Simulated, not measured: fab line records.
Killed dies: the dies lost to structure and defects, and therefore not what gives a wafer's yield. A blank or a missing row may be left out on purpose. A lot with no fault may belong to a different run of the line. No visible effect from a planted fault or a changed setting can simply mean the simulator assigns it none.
One fault seen from 2 desks -- flow sky130 -- what lay behind the numbers comes last; until then each desk has only its own

AT THE METROLOGY DESK
What the gauges read, lot by lot, whatever tool the lot ran on: means of the sampled wafers that have a number. The brackets show how far a lot's mean lies from the usual mean; more than 4 standard deviations puts the lot out of limits, marked OUT.
Columns: A = GATE_OXIDE_OVL at SKY_GATE_OXIDE_OVL_MEAS_10, usual -0.5 nm; B = GATE_OXIDE_TW at SKY_GATE_OXIDE_TW_MEAS_14, usual 224.4
lot,first seen here,A,B
L716,day 16 19:37,-1.4,225.2
L720,day 18 02:16,-0.4,224.7
L721,day 18 15:31,-0.1,225.4
L725,day 20 01:02,-0.0,226.7
L727,day 20 15:05,-0.2,227.1
L731,day 22 03:56,0.5,220.3
Result from this desk: across the 6 lots, nothing is out of limits.

AT THE TOOL OWNER'S DESK: furnace-02
The tool's own readings at SKY_GATE_OXIDE_OXIDATION_16 (stabilise 600 s, purge 300 s, target thk 3.57 nm): means of the sampled wafers that have a number, for each lot that ran on this tool. The brackets show how far a lot's mean lies from the usual mean; more than 4 standard deviations puts the lot out of limits, marked OUT.
Columns: A = ramp-down-c-per-min at SKY_GATE_OXIDE_OXIDATION_16, usual 3.0001; B = zone-power-upper-pct at SKY_GATE_OXIDE_OXIDATION_16, usual 14.59 %
lot,first seen here,A,B
L720,day 18 03:27,2.9999,14.54
L721,day 18 16:35,3.0004,14.46
L731,day 22 05:19,3.0001,14.60
Result from this desk: across the 3 lots, nothing is out of limits.

TAKEN TOGETHER
Metrology desk: nothing out of limits seen.
Nothing out of limits was seen by the tool owner's desk.

WHAT THE SIMULATOR HAD PUT IN
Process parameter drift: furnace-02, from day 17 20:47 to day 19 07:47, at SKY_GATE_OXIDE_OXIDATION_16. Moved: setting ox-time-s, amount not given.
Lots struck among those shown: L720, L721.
